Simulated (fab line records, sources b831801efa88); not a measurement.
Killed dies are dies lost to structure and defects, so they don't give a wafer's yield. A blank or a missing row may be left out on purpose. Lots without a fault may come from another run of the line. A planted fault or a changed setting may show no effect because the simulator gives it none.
One fault seen from 2 desks | flow sfq_line | each desk has only its own numbers; what lay behind them comes last

THE TOOL OWNER'S DESK: rie_metal-02
The tool's own readings at SFQ_TRILAYER_M4_ETCH_METAL_ETCH_096 (etches Nb in Cl2/Ar, stops on SiO2, target depth 240 nm, time 120 s): means of the sampled wafers that have a number, for each lot that ran on this tool. A lot is out of limits, marked OUT, if its mean lies more than 4 standard deviations from the usual mean; the brackets give that distance.
Columns: A = bias_w at SFQ_TRILAYER_M4_ETCH_METAL_ETCH_096, usual 80.00 W; B = drypump_motor_current_A at SFQ_TRILAYER_M4_ETCH_METAL_ETCH_096, usual 5.4 A; C = oes_product_au at SFQ_TRILAYER_M4_ETCH_METAL_ETCH_096, usual 0.893 a.u.
lot  | first seen here | A     | B   | C
L104 | day 44 23:02    | 80.01 | 5.5 | 0.893
L111 | day 46 10:46    | 79.86 | 5.5 | 0.886
L114 | day 47 01:57    | 79.96 | 5.5 | 0.888
This desk's finding: nothing out of limits on any of the 3 lots.

THE METROLOGY DESK
What the gauges read, lot by lot, whatever tool the lot ran on: means of the sampled wafers that have a number. A lot is out of limits, marked OUT, if its mean lies more than 4 standard deviations from the usual mean; the brackets give that distance.
Columns: A = M4_NB_RS at SFQ_M4_RS_MEAS_924, usual 0.893 ohm/sq; B = M4_OVL at SFQ_M4_OVL_MEAS_926, usual 0 nm
lot  | first seen here | A     | B
L104 | day 38 18:25    | 0.895 | -5
L108 | day 41 07:58    | 0.887 | -4
L110 | day 45 11:52    | 0.895 | 8
L111 | day 45 13:10    | 0.902 | 0
L114 | day 46 17:58    | 0.891 | -2
L125 | day 54 08:01    | 0.896 | 7
This desk's finding: nothing out of limits on any of the 6 lots.

PUT TOGETHER
The tool owner's desk saw nothing out of limits.
The metrology desk saw nothing out of limits.

WHAT THE SIMULATOR HAD PUT IN
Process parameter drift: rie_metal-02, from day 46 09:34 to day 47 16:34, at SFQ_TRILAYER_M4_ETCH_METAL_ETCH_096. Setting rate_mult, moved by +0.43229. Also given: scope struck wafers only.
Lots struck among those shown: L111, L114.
